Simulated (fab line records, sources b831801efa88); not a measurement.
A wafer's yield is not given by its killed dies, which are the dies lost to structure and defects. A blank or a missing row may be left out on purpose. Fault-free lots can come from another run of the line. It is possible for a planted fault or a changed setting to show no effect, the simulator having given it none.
fab line records | flow sky130
record: lots: 12 wafers: 36 last-day: 50
route steps=708 shown CONTACT@425 METAL1@436 PAD_OPEN@708
lots untouched by any fault: they come from a run of this same line in which no faults occurred
start-h: hours from the record's first day to the start of the lot's first wafer shown | wait-h: hours elapsed since this lot's preceding step | " as in the row above | L1.1+2: several wafers, shown together as one row | - no value, or no start given | * or withheld: withheld | < > ~ a bound
route shown NAME@n: names a module that has steps shown in the file, with the first one's number in the route | usual: mean and standard deviation over wafers with no fault | same: alike in all rows | chamber/n: place in a boat | sites: each site's reading | _std_site: standard deviation across them | _edge_site: the outer-site mean with the inner-site mean subtracted | radius-mm: how far each site lies from the wafer's centre | mask NAME#n: copy n | behind: the most recent tool/chamber to have shaped the wafer | hold: cause of the lot's hold/its duration in hours/its outcome | device: names the non-switching transistor (n, p or np) | end of line: the same wafers' tests at the end of the route | a step without rows: its recipe alone | killed: dies that structure and defects cost at the first sort, which is not the same as the wafer's yield | map: a wafer's dies, x killed, . not, _ none there
set.NAME: the run value of the setting; set.NAME@STEP: its run value at that earlier step | model.NAME: the simulator's own value behind a step, which no gauge read
route steps across a sampled set of lots; one table per step, one row per wafer
services: from which hour (start-h, from the record's first day; less than 0 if before it) a tool's chamber was out of use, for how many hours, and why
== steps ==
step: SKY_CONTACT_STRIP_19
recipe: chemistry: O2/N2 power-w: 1400 pressure-mtorr: 1500 platen-temp-c: withheld o2-flow-sccm: 3000 n2-flow-sccm: 300 overash-fraction: 0.5
usual: drypump-motor-current-A: 5.7/0.52 oes-product-au: 0.380/0.0047 strip-time-to-endpoint-s: 3.621/0.028
columns lot.wafer tool chamber start-h wait-h drypump-motor-current-A oes-product-au rf-hours-counter-h strip-time-to-endpoint-s
L474.3 plasma-asher-01 0 772.36 - 6.3 0.379 - 3.622
L474.4 " 1 " " 4.8 0.378 - 3.595
L474.5 " 1 " " 4.9 0.384 - 3.671
L475.3 plasma-asher-02 0 773.76 - 6.2 0.379 - 3.650
L475.4 " 1 " " 5.6 0.372 - 3.582
L475.5 " 1 " " 5.6 0.382 - 3.607
L476.1 plasma-asher-02 1 777.97 - 5.6 0.383 98 3.661
L476.3 " 1 " " 5.6 0.383 - 3.604
L476.5 " 1 " " 5.6 0.376 - 3.591
L477.4 plasma-asher-01 1 781.51 - 4.8 0.379 - 3.674
L477.5 " 0 " " 6.3 0.382 - 3.647
L477.6 " 1 " " 4.8 0.381 - 3.676
L479.1 plasma-asher-01 1 805.12 - 4.9 0.382 6 3.605
L479.2 " 0 " " 6.3 0.373 6 3.586
L479.6 " 1 " " 4.8 0.381 - 3.560
L480.1 plasma-asher-02 1 810.08 - 5.6 0.382 101 3.580
L480.3 " 1 " " 5.6 0.381 - 3.607
L480.6 " 0 " " 6.2 0.377 - 3.591
L481.1 plasma-asher-04 1 818.62 - 5.4 0.381 39 3.640
L481.5 " 0 " " 6.0 0.377 - 3.603
L481.6 " 1 " " 5.4 0.379 - 3.627
L482.1 plasma-asher-04 1 829.97 - 5.4 0.377 40 3.563
L482.3 " 0 " " 6.0 0.385 - 3.609
L482.4 " 1 " " 5.4 0.378 - 3.592
L490.3 plasma-asher-01 1 894.21 - 4.8 0.387 - 3.641
L490.5 " 0 " " 6.3 0.382 - 3.646
L490.6 " 1 " " 4.8 0.382 - 3.619
L492.3 plasma-asher-02 1 900.21 - 5.6 0.381 - 3.615
L492.4 " 0 " " 6.2 0.374 - 3.587
L492.5 " 1 " " 5.6 0.391 - 3.625
L491.2 plasma-asher-04 0 900.67 - 6.0 0.385 48 3.623
L491.4 " 0 " " 6.0 0.380 - 3.656
L491.6 " 1 " " 5.4 0.376 - 3.602
L493.1 plasma-asher-02 1 905.92 - 5.6 0.387 111 3.636
L493.4 " 1 " " 5.6 0.388 - 3.640
L493.5 " 0 " " 6.2 0.381 - 3.630
step: SKY_METAL1_SPUTTER_02
recipe: material: AlCu target-thk-nm: 250 power-w: 10600 time-s: 13.3 chamber-pressure-pa: 0.4
usual: chamber-pressure-pa: 0.3999/0.00073 throttle-valve-pct: 29.7/1.2
columns lot.wafer tool chamber start-h wait-h chamber-pressure-pa throttle-valve-pct
L474.3 pvd-sputter-01 - 773.68 0.0 0.3996 28.3
L474.4 " - " " 0.3987 28.3
L474.5 " - " " 0.4000 28.1
L475.3 pvd-sputter-01 - 775.03 0.0 0.4008 28.5
L475.4 " - " " 0.4006 31.1
L475.5 " - " " 0.4010 28.4
L476.1 pvd-sputter-01 - 779.28 0.0 0.3994 29.0
L476.3 " - " " 0.3981 28.6
L476.5 " - " " 0.4002 28.2
L477.4 pvd-sputter-02 - 782.85 0.0 0.3999 29.9
L477.5 " - " " 0.4010 30.9
L477.6 " - " " 0.3998 29.8
L479.1 pvd-sputter-02 - 806.41 0.0 0.4006 30.9
L479.2 " - " " 0.4001 30.0
L479.6 " - " " 0.4001 31.1
L480.1 pvd-sputter-02 - 811.75 0.0 0.4006 30.3
L480.3 " - " " 0.3995 30.0
L480.6 " - " " 0.4001 30.0
L481.1 pvd-sputter-01 - 819.95 0.0 0.4001 28.3
L481.5 " - " " 0.4009 28.4
L481.6 " - " " 0.3991 28.4
L482.1 pvd-sputter-02 - 831.30 0.0 0.4002 30.1
L482.3 " - " " 0.4012 31.2
L482.4 " - " " 0.4001 30.0
L490.3 pvd-sputter-02 - 895.47 0.0 0.4002 29.9
L490.5 " - " " 0.4009 29.9
L490.6 " - " " 0.4009 29.7
L492.3 pvd-sputter-02 - 901.48 0.0 0.4005 29.8
L492.4 " - " " 0.3994 31.3
L492.5 " - " " 0.3992 29.7
L491.2 pvd-sputter-01 - 901.97 0.0 0.3996 28.2
L491.4 " - " " 0.3994 28.6
L491.6 " - " " 0.4001 28.4
L493.1 pvd-sputter-01 - 907.22 0.0 0.3996 29.0
L493.4 " - " " 0.4002 31.1
L493.5 " - " " 0.3990 28.2
step: SKY_METAL1_SPUTTER_03
recipe: material: Ti target-thk-nm: 5 power-w: 3000 time-s: 3.3 chamber-pressure-pa: 0.4
usual: chamber-pressure-pa: 0.4001/0.00076 throttle-valve-pct: 29.7/1.2
columns lot.wafer tool chamber start-h wait-h chamber-pressure-pa throttle-valve-pct
L474.3 pvd-sputter-01 - 773.71 0.0 0.4012 28.2
L474.4 " - " " 0.4004 28.8
L474.5 " - " " 0.4009 28.1
L475.3 pvd-sputter-01 - 775.05 0.0 0.4002 28.5
L475.4 " - " " 0.3998 31.3
L475.5 " - " " 0.3989 28.3
L476.1 pvd-sputter-01 - 779.30 0.0 0.4007 29.1
L476.3 " - " " 0.4016 28.7
L476.5 " - " " 0.3997 28.3
L477.4 pvd-sputter-02 - 782.87 0.0 0.3995 30.1
L477.5 " - " " 0.3982 31.1
L477.6 " - " " 0.3997 29.6
L479.1 pvd-sputter-02 - 806.44 0.0 0.4014 31.1
L479.2 " - " " 0.4009 29.9
L479.6 " - " " 0.4005 31.0
L480.1 pvd-sputter-02 - 811.77 0.0 0.4001 30.1
L480.3 " - " " 0.4001 30.1
L480.6 " - " " 0.3979 30.0
L481.1 pvd-sputter-01 - 819.97 0.0 0.4009 28.2
L481.5 " - " " 0.4000 28.1
L481.6 " - " " 0.4004 28.5
L482.1 pvd-sputter-02 - 831.33 0.0 0.4007 30.1
L482.3 " - " " 0.3995 31.3
L482.4 " - " " 0.4005 29.7
L490.3 pvd-sputter-02 - 895.50 0.0 0.4009 30.0
L490.5 " - " " 0.3995 29.7
L490.6 " - " " 0.4011 29.9
L492.3 pvd-sputter-02 - 901.50 0.0 0.3999 30.1
L492.4 " - " " 0.3983 31.2
L492.5 " - " " 0.3998 30.2
L491.2 pvd-sputter-01 - 901.99 0.0 0.3995 28.4
L491.4 " - " " 0.3996 28.5
L491.6 " - " " 0.4001 28.7
L493.1 pvd-sputter-01 - 907.24 0.0 0.4012 29.2
L493.4 " - " " 0.3992 31.1
L493.5 " - " " 0.4004 28.3
step: SKY_METAL1_SPUTTER_04
recipe: material: TiN target-thk-nm: 70 power-w: 6500 time-s: 58.3 chamber-pressure-pa: 0.4
usual: chamber-pressure-pa: 0.4000/0.00083 throttle-valve-pct: 29.7/1.2
columns lot.wafer tool chamber start-h wait-h chamber-pressure-pa throttle-valve-pct
L474.3 pvd-sputter-01 - 773.73 0.0 0.4000 28.2
L474.4 " - " " 0.4013 28.5
L474.5 " - " " 0.3975 28.2
L475.3 pvd-sputter-01 - 775.07 0.0 0.4006 28.0
L475.4 " - " " 0.4003 31.2
L475.5 " - " " 0.3999 28.3
L476.1 pvd-sputter-01 - 779.32 0.0 0.3995 29.1
L476.3 " - " " 0.4005 28.6
L476.5 " - " " 0.4014 27.9
L477.4 pvd-sputter-02 - 782.89 0.0 0.3995 29.8
L477.5 " - " " 0.3996 31.0
L477.6 " - " " 0.3989 30.2
L479.1 pvd-sputter-02 - 806.46 0.0 0.4011 31.0
L479.2 " - " " 0.3996 30.1
L479.6 " - " " 0.4006 30.9
L480.1 pvd-sputter-02 - 811.79 0.0 0.4015 30.1
L480.3 " - " " 0.3992 29.9
L480.6 " - " " 0.4003 30.1
L481.1 pvd-sputter-01 - 819.99 0.0 0.3996 28.2
L481.5 " - " " 0.3997 28.3
L481.6 " - " " 0.3976 28.7
L482.1 pvd-sputter-02 - 831.34 0.0 0.3992 30.0
L482.3 " - " " 0.4212 30.4
L482.4 " - " " 0.4008 29.8
L490.3 pvd-sputter-02 - 895.51 0.0 0.4001 30.0
L490.5 " - " " 0.3998 29.5
L490.6 " - " " 0.4000 30.2
L492.3 pvd-sputter-02 - 901.53 0.0 0.3989 30.2
L492.4 " - " " 0.4002 31.0
L492.5 " - " " 0.4008 30.0
L491.2 pvd-sputter-01 - 902.01 0.0 0.4007 28.2
L491.4 " - " " 0.3994 28.5
L491.6 " - " " 0.3986 28.5
L493.1 pvd-sputter-01 - 907.26 0.0 0.3997 29.0
L493.4 " - " " 0.4004 31.0
L493.5 " - " " 0.4006 28.3
step: SKY_PAD_OPEN_PROBE_99
usual: defect-limited-yield: 82.6/1.8 killed_at_M0_to_M3: 44/6.3 killed_at_M4_up: 2.8/1.7 killed-at-contacts: 25/5.8 killed-at-front-end: 14/4.4 killed-at-other: 0.3/0.49 killed-dies: 86/8.7 killed-open: 48/5.8 killed-short: 38/6 sort_bin_3_pad_short: 0.8/0.39 sort_bin_5_function: 10.4/1.4 sort_bin_6_memory: 6.2/1.1 sort_bin_8_speed: 0.00/0.017 sort-n-pass: 406/8.7 sort-yield-pct: 82.6/1.8
same: gross-dies: 492 killed-at-back-side: 0 sort_bin_4_leakage[%]: 0
columns lot.wafer tool chamber start-h wait-h defect-limited-yield[%] killed_at_M0_to_M3 killed_at_M4_up killed-at-contacts killed-at-front-end killed-at-other killed-dies killed-open killed-short sort_bin_3_pad_short[%] sort_bin_5_function[%] sort_bin_6_memory[%] sort_bin_8_speed[%] sort-n-pass sort-yield-pct[%]
L474.3 prober-02 - 1102.60 0.2 83.3 48 0 19 15 0 82 48 34 0.6 10.4 5.7 0 410 83.3
L474.4 prober-02 - 1102.65 0.2 79.7 59 3 27 10 1 100 62 38 1.2 12.4 6.7 0 392 79.7
L474.5 prober-02 - 1102.70 0.2 83.9 39 2 23 15 0 79 38 41 1.2 9.3 5.5 0.20 412 83.7
L475.3 prober-01 - 1105.03 0.2 83.3 46 5 22 9 0 82 48 34 0.6 10.4 5.7 0 410 83.3
L475.4 prober-01 - 1105.08 0.2 84.6 35 6 18 17 0 76 40 36 0 9.1 6.3 0 416 84.6
L475.5 prober-01 - 1105.13 0.2 83.5 44 3 26 7 1 81 47 34 1.4 9.8 5.3 0 411 83.5
L476.1 prober-02 - 1109.83 0.1 80.9 47 4 19 23 1 94 44 50 0.6 11.6 6.9 0 398 80.9
L476.3 prober-02 - 1109.93 0.2 82.5 33 4 30 18 1 86 49 37 1.0 11.4 5.1 0 406 82.5
L476.5 prober-02 - 1110.03 0.2 85.2 45 1 17 10 0 73 44 29 0.6 8.3 5.9 0 419 85.2
L477.4 prober-01 - 1111.40 0.2 86.2 39 0 18 11 0 68 39 29 0.2 8.9 4.7 0 424 86.2
L477.5 prober-01 - 1111.45 0.2 85.0 34 1 20 19 0 74 45 29 0.4 8.5 6.1 0 418 85.0
L477.6 prober-01 - 1111.50 0.2 82.5 35 2 39 10 0 86 50 36 0.6 9.6 7.3 0 406 82.5
L479.1 prober-01 - 1127.92 0.1 79.5 43 4 32 22 0 101 53 48 2.2 10.8 7.5 0 391 79.5
L479.2 prober-01 - 1127.97 0.1 80.9 44 2 37 11 0 94 49 45 1.4 12.0 5.7 0 398 80.9
L479.6 prober-01 - 1128.17 0.2 78.7 47 3 38 17 0 105 62 43 0.8 13.6 6.9 0 387 78.7
L480.1 prober-02 - 1132.06 0.1 83.5 42 3 23 12 1 81 43 38 0.8 10.8 4.9 0 411 83.5
L480.3 prober-02 - 1132.16 0.2 81.5 49 3 24 14 1 91 52 39 0.6 12.0 5.9 0 401 81.5
L480.6 prober-02 - 1132.31 0.2 84.1 38 2 22 16 0 78 42 36 0.8 8.3 6.7 0 414 84.1
L481.1 prober-01 - 1139.53 0.1 85.2 39 0 21 13 0 73 48 25 0.8 8.7 5.3 0 419 85.2
L481.5 prober-01 - 1139.73 0.2 84.8 44 2 17 12 0 75 45 30 0.6 7.1 7.5 0 417 84.8
L481.6 prober-01 - 1139.78 0.2 82.5 39 0 27 20 0 86 44 42 1.2 9.3 6.9 0 406 82.5
L482.1 prober-02 - 1146.76 0.1 80.9 38 1 39 16 0 94 52 42 0.6 12.4 6.1 0 398 80.9
L482.3 prober-02 - 1146.86 0.2 84.6 39 2 25 10 0 76 41 35 0.6 9.6 5.3 0 416 84.6
L482.4 prober-02 - 1146.91 0.2 84.6 44 1 20 11 0 76 35 41 0.2 10.0 5.3 0 416 84.6
L490.3 prober-01 - 1190.39 0.2 80.9 50 4 30 9 1 94 49 45 0.4 11.6 7.1 0 398 80.9
L490.5 prober-01 - 1190.49 0.2 80.3 48 2 26 21 0 97 52 45 0.6 12.4 6.7 0 395 80.3
L490.6 prober-01 - 1190.54 0.2 85.6 34 3 23 11 0 71 39 32 1.2 6.1 7.1 0 421 85.6
L492.3 prober-01 - 1195.25 0.2 85.4 40 2 21 9 0 72 39 33 1.2 9.3 4.1 0 420 85.4
L492.4 prober-01 - 1195.30 0.2 83.3 43 5 19 15 0 82 45 37 0.6 8.9 7.1 0 410 83.3
L492.5 prober-01 - 1195.35 0.2 82.9 34 3 29 18 0 84 48 36 0.2 11.0 5.9 0 408 82.9
L491.2 prober-02 - 1195.51 0.1 81.5 44 1 27 18 1 91 55 36 1.0 10.8 6.7 0 401 81.5
L491.4 prober-02 - 1195.61 0.2 81.5 37 1 33 19 1 91 48 43 0.6 10.4 7.5 0 401 81.5
L491.6 prober-02 - 1195.71 0.2 83.3 50 2 17 13 0 82 46 36 1.0 9.3 6.3 0 410 83.3
L493.1 prober-01 - 1196.65 0.1 80.5 48 2 26 20 0 96 47 49 1.2 11.0 7.3 0 396 80.5
L493.4 prober-01 - 1196.80 0.2 85.8 39 4 16 11 0 70 39 31 0.8 7.3 6.1 0 422 85.8
L493.5 prober-01 - 1196.85 0.2 82.3 47 1 24 14 1 87 48 39 0.4 11.4 5.9 0 405 82.3
killed by level:class
L474.3 VIA1:geometric-particle:open=11 CONTACT:geometric-particle:open=8 VIA2:geometric-particle:open=7 VIA3:geometric-particle:open=7 VIA1:geometric-particle:short=6 METAL2:geometric-particle:short=5 POLY_GATE:geometric-particle:short=5 LI_CONTACT:geometric-particle:open=5
L474.4 VIA1:geometric-particle:open=20 LI_CONTACT:geometric-particle:open=9 CONTACT:geometric-particle:open=9 METAL1:geometric-particle:short=9 VIA3:geometric-particle:open=8 VIA2:geometric-particle:open=7 POLY_GATE:geometric-particle:short=5 CONTACT:geometric-particle:short=5
L474.5 VIA1:geometric-particle:short=8 CONTACT:geometric-particle:open=8 CONTACT:geometric-particle:short=6 METAL3:geometric-particle:short=6 LI_CONTACT:geometric-particle:open=5 VIA1:geometric-particle:open=5 VIA2:geometric-particle:open=5 VIA3:geometric-particle:open=5
L475.3 VIA1:geometric-particle:open=12 CONTACT:geometric-particle:open=9 METAL1:geometric-particle:short=6 FIELD_ISO:geometric-particle:short=5 METAL2:geometric-particle:open=5 METAL2:geometric-particle:short=5 VIA3:geometric-particle:open=5 LI_CONTACT:geometric-particle:open=4
L475.4 METAL1:geometric-particle:short=7 LI_CONTACT:geometric-particle:open=6 VIA1:geometric-particle:short=6 CONTACT:geometric-particle:open=5 METAL2:geometric-particle:short=5 VIA3:geometric-particle:open=5 FIELD_ISO:geometric-particle:short=4 FIELD_ISO:geometric-particle:open=4
L475.5 CONTACT:geometric-particle:open=12 VIA1:geometric-particle:open=11 METAL2:geometric-particle:short=7 VIA2:geometric-particle:open=7 CONTACT:geometric-particle:short=6 LI_CONTACT:geometric-particle:open=4 LOCAL_INTERCONNECT:geometric-particle:short=4 METAL1:geometric-particle:short=4
L476.1 METAL2:geometric-particle:short=12 VIA1:geometric-particle:open=9 FIELD_ISO:geometric-particle:short=8 FIELD_ISO:geometric-particle:open=7 VIA3:geometric-particle:open=6 LI_CONTACT:geometric-particle:open=5 CONTACT:geometric-particle:short=5 VIA1:geometric-particle:short=5
L476.3 LI_CONTACT:geometric-particle:open=11 VIA3:geometric-particle:open=9 CONTACT:geometric-particle:open=8 VIA1:geometric-particle:open=7 POLY_GATE:geometric-particle:short=5 CONTACT:geometric-particle:short=5 METAL1:geometric-particle:short=5 FIELD_ISO:geometric-particle:open=4
L476.5 VIA1:geometric-particle:open=10 VIA1:geometric-particle:short=9 VIA2:geometric-particle:open=6 LI_CONTACT:geometric-particle:open=5 METAL2:geometric-particle:short=5 CONTACT:geometric-particle:open=4 POLY_GATE:geometric-particle:open=3 LOCAL_INTERCONNECT:geometric-particle:short=3
L477.4 VIA1:geometric-particle:open=9 LI_CONTACT:geometric-particle:open=7 VIA1:geometric-particle:short=7 VIA3:geometric-particle:open=7 CONTACT:geometric-particle:open=5 METAL2:geometric-particle:short=5 FIELD_ISO:geometric-particle:short=4 FIELD_ISO:geometric-particle:open=2
L477.5 VIA1:geometric-particle:open=11 CONTACT:geometric-particle:open=7 LI_CONTACT:geometric-particle:open=6 FIELD_ISO:geometric-particle:open=5 POLY_GATE:geometric-particle:open=5 VIA3:geometric-particle:open=5 POLY_GATE:geometric-particle:short=4 CONTACT:geometric-particle:short=4
L477.6 CONTACT:geometric-particle:open=14 LI_CONTACT:geometric-particle:open=9 VIA1:geometric-particle:open=9 VIA3:geometric-particle:open=8 CONTACT:geometric-particle:short=7 LOCAL_INTERCONNECT:geometric-particle:short=6 METAL1:geometric-particle:short=4 VIA1:geometric-particle:short=4
L479.1 METAL2:geometric-particle:short=12 LI_CONTACT:geometric-particle:open=11 VIA3:geometric-particle:open=9 CONTACT:geometric-particle:open=9 CONTACT:geometric-particle:short=8 FIELD_ISO:geometric-particle:short=7 VIA1:geometric-particle:open=7 FIELD_ISO:geometric-particle:open=4
L479.2 CONTACT:geometric-particle:open=15 VIA1:geometric-particle:open=12 METAL2:geometric-particle:short=7 CONTACT:geometric-particle:short=7 VIA2:geometric-particle:open=7 LOCAL_INTERCONNECT:geometric-particle:short=5 POLY_GATE:geometric-particle:short=4 LI_CONTACT:geometric-particle:short=4
L479.6 CONTACT:geometric-particle:open=12 LI_CONTACT:geometric-particle:open=10 VIA2:geometric-particle:open=10 VIA3:geometric-particle:open=10 VIA1:geometric-particle:open=9 LI_CONTACT:geometric-particle:short=7 CONTACT:geometric-particle:short=5 VIA1:geometric-particle:short=4
L480.1 VIA1:geometric-particle:open=15 CONTACT:geometric-particle:open=7 METAL2:geometric-particle:short=6 VIA2:geometric-particle:open=6 LI_CONTACT:geometric-particle:open=5 LOCAL_INTERCONNECT:geometric-particle:short=5 VIA1:geometric-particle:short=5 LI_CONTACT:geometric-particle:short=4
L480.3 VIA1:geometric-particle:open=12 CONTACT:geometric-particle:open=11 VIA1:geometric-particle:short=7 LI_CONTACT:geometric-particle:open=6 METAL3:geometric-particle:short=6 METAL2:geometric-particle:short=6 POLY_GATE:geometric-particle:open=4 VIA3:geometric-particle:open=4
L480.6 CONTACT:geometric-particle:open=9 VIA2:geometric-particle:open=7 VIA1:geometric-particle:open=6 METAL2:geometric-particle:short=6 POLY_GATE:geometric-particle:short=5 LI_CONTACT:geometric-particle:open=5 VIA1:geometric-particle:short=5 METAL1:geometric-particle:short=4
L481.1 VIA1:geometric-particle:open=11 VIA3:geometric-particle:open=10 LI_CONTACT:geometric-particle:open=6 CONTACT:geometric-particle:open=5 FIELD_ISO:geometric-particle:open=4 VIA2:geometric-particle:open=4 POLY_GATE:geometric-particle:open=3 METAL2:geometric-particle:short=3
L481.5 VIA1:geometric-particle:open=13 CONTACT:geometric-particle:open=8 VIA2:geometric-particle:open=7 VIA3:geometric-particle:open=7 METAL1:geometric-particle:short=6 FIELD_ISO:geometric-particle:short=3 LI_CONTACT:geometric-particle:open=3 CONTACT:geometric-particle:short=3
L481.6 CONTACT:geometric-particle:short=10 VIA1:geometric-particle:open=9 POLY_GATE:geometric-particle:open=8 LI_CONTACT:geometric-particle:open=7 POLY_GATE:geometric-particle:short=7 CONTACT:geometric-particle:open=6 VIA3:geometric-particle:open=5 VIA1:geometric-particle:short=5
L482.1 LI_CONTACT:geometric-particle:open=13 CONTACT:geometric-particle:open=13 METAL1:geometric-particle:short=10 CONTACT:geometric-particle:short=8 FIELD_ISO:geometric-particle:open=6 VIA1:geometric-particle:open=6 VIA1:geometric-particle:short=5 POLY_GATE:geometric-particle:short=4
L482.3 VIA1:geometric-particle:open=11 CONTACT:geometric-particle:open=8 LI_CONTACT:geometric-particle:open=8 METAL2:geometric-particle:short=7 VIA2:geometric-particle:open=6 FIELD_ISO:geometric-particle:short=5 VIA3:geometric-particle:open=5 LOCAL_INTERCONNECT:geometric-particle:short=4
L482.4 VIA1:geometric-particle:open=9 METAL2:geometric-particle:short=8 CONTACT:geometric-particle:open=7 CONTACT:geometric-particle:short=5 VIA2:geometric-particle:open=5 LI_CONTACT:geometric-particle:open=4 METAL1:geometric-particle:short=4 VIA1:geometric-particle:short=4
L490.3 CONTACT:geometric-particle:open=12 VIA1:geometric-particle:open=10 VIA1:geometric-particle:short=8 CONTACT:geometric-particle:short=8 VIA3:geometric-particle:open=8 METAL1:geometric-particle:short=7 LI_CONTACT:geometric-particle:open=5 METAL1:geometric-particle:open=5
L490.5 CONTACT:geometric-particle:open=11 VIA1:geometric-particle:open=9 VIA2:geometric-particle:open=8 FIELD_ISO:geometric-particle:short=7 METAL1:geometric-particle:short=6 VIA3:geometric-particle:open=6 LI_CONTACT:geometric-particle:open=5 LOCAL_INTERCONNECT:geometric-particle:short=5
L490.6 LI_CONTACT:geometric-particle:open=8 CONTACT:geometric-particle:open=6 VIA1:geometric-particle:short=6 POLY_GATE:geometric-particle:short=5 VIA1:geometric-particle:open=5 VIA2:geometric-particle:open=5 VIA3:geometric-particle:open=4 LOCAL_INTERCONNECT:geometric-particle:short=3
L492.3 VIA1:geometric-particle:open=11 LI_CONTACT:geometric-particle:open=8 CONTACT:geometric-particle:open=7 VIA3:geometric-particle:open=6 POLY_GATE:geometric-particle:short=5 METAL1:geometric-particle:short=5 METAL2:geometric-particle:short=5 VIA2:geometric-particle:open=4
L492.4 VIA1:geometric-particle:open=15 CONTACT:geometric-particle:short=6 VIA3:geometric-particle:open=6 POLY_GATE:geometric-particle:open=5 VIA1:geometric-particle:short=5 LI_CONTACT:geometric-particle:open=4 VIA2:geometric-particle:open=4 VIA3:geometric-particle:short=4
L492.5 CONTACT:geometric-particle:open=9 LI_CONTACT:geometric-particle:open=8 VIA1:geometric-particle:open=7 VIA3:geometric-particle:open=7 FIELD_ISO:geometric-particle:open=5 LOCAL_INTERCONNECT:geometric-particle:short=5 CONTACT:geometric-particle:short=5 VIA2:geometric-particle:open=5
L491.2 CONTACT:geometric-particle:open=17 VIA1:geometric-particle:open=12 POLY_GATE:geometric-particle:short=8 LI_CONTACT:geometric-particle:open=6 VIA2:geometric-particle:open=6 VIA3:geometric-particle:short=6 FIELD_ISO:geometric-particle:open=5 METAL3:geometric-particle:short=5
L491.4 VIA1:geometric-particle:open=14 CONTACT:geometric-particle:open=12 LI_CONTACT:geometric-particle:open=8 LOCAL_INTERCONNECT:geometric-particle:short=7 POLY_GATE:geometric-particle:short=5 VIA1:geometric-particle:short=5 METAL3:geometric-particle:short=5 VIA3:geometric-particle:open=5
L491.6 VIA1:geometric-particle:open=15 CONTACT:geometric-particle:open=7 METAL1:geometric-particle:short=7 VIA2:geometric-particle:open=7 VIA3:geometric-particle:open=6 CONTACT:geometric-particle:short=5 FIELD_ISO:geometric-particle:open=4 VIA1:geometric-particle:short=4
L493.1 METAL1:geometric-particle:short=10 VIA1:geometric-particle:open=10 CONTACT:geometric-particle:open=9 CONTACT:geometric-particle:short=7 LI_CONTACT:geometric-particle:open=6 VIA1:geometric-particle:short=6 METAL2:geometric-particle:short=6 FIELD_ISO:geometric-particle:open=4
L493.4 VIA1:geometric-particle:open=14 CONTACT:geometric-particle:open=6 POLY_GATE:geometric-particle:open=5 CONTACT:geometric-particle:short=5 METAL1:geometric-particle:short=5 METAL2:geometric-particle:short=5 VIA2:geometric-particle:open=4 VIA3:geometric-particle:open=4
L493.5 CONTACT:geometric-particle:open=13 VIA1:geometric-particle:open=9 VIA1:geometric-particle:short=8 POLY_GATE:geometric-particle:short=6 LI_CONTACT:geometric-particle:open=6 METAL1:geometric-particle:short=5 METAL1:geometric-particle:open=4 POLY_GATE:geometric-particle:open=3
== services ==
columns tool chamber start-h hours kind
plasma-asher-02 - 781.52 1.0 repair
pvd-sputter-01 - 805.42 8.1 repair
pvd-sputter-01 - 806.62 2.3 repair
plasma-asher-02 - 837.83 1.2 repair
plasma-asher-04 - 837.98 1.5 repair
plasma-asher-01 - 844.24 4.9 repair
plasma-asher-01 - 850.59 5.1 repair
plasma-asher-02 - 859.40 1.2 repair
== key ==
first-sign: step: SKY_METAL1_SPUTTER_04 reading: chamber-pressure-pa direction: up sigmas: 25 usual: 0.4000 struck: 0.4212
effect none on later readings
met-at SKY_METAL1_SPUTTER_04
struck-lots L482
struck-wafers L482.3
not-acting-at SKY_CONTACT_STRIP_19,SKY_METAL1_SPUTTER_02,SKY_METAL1_SPUTTER_03
onset-between 806.46 831.34
fault: kind: process-parameter-drift tool: pvd-sputter-02 chamber: - onset-h: 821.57 steps: SKY_METAL1_SPUTTER_04 channel: chamber-pressure-pa offset: 0.021993 shape: step end-h: 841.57 acts-in: these-recipes-only stated: 0.4 scope: struck-wafers-only
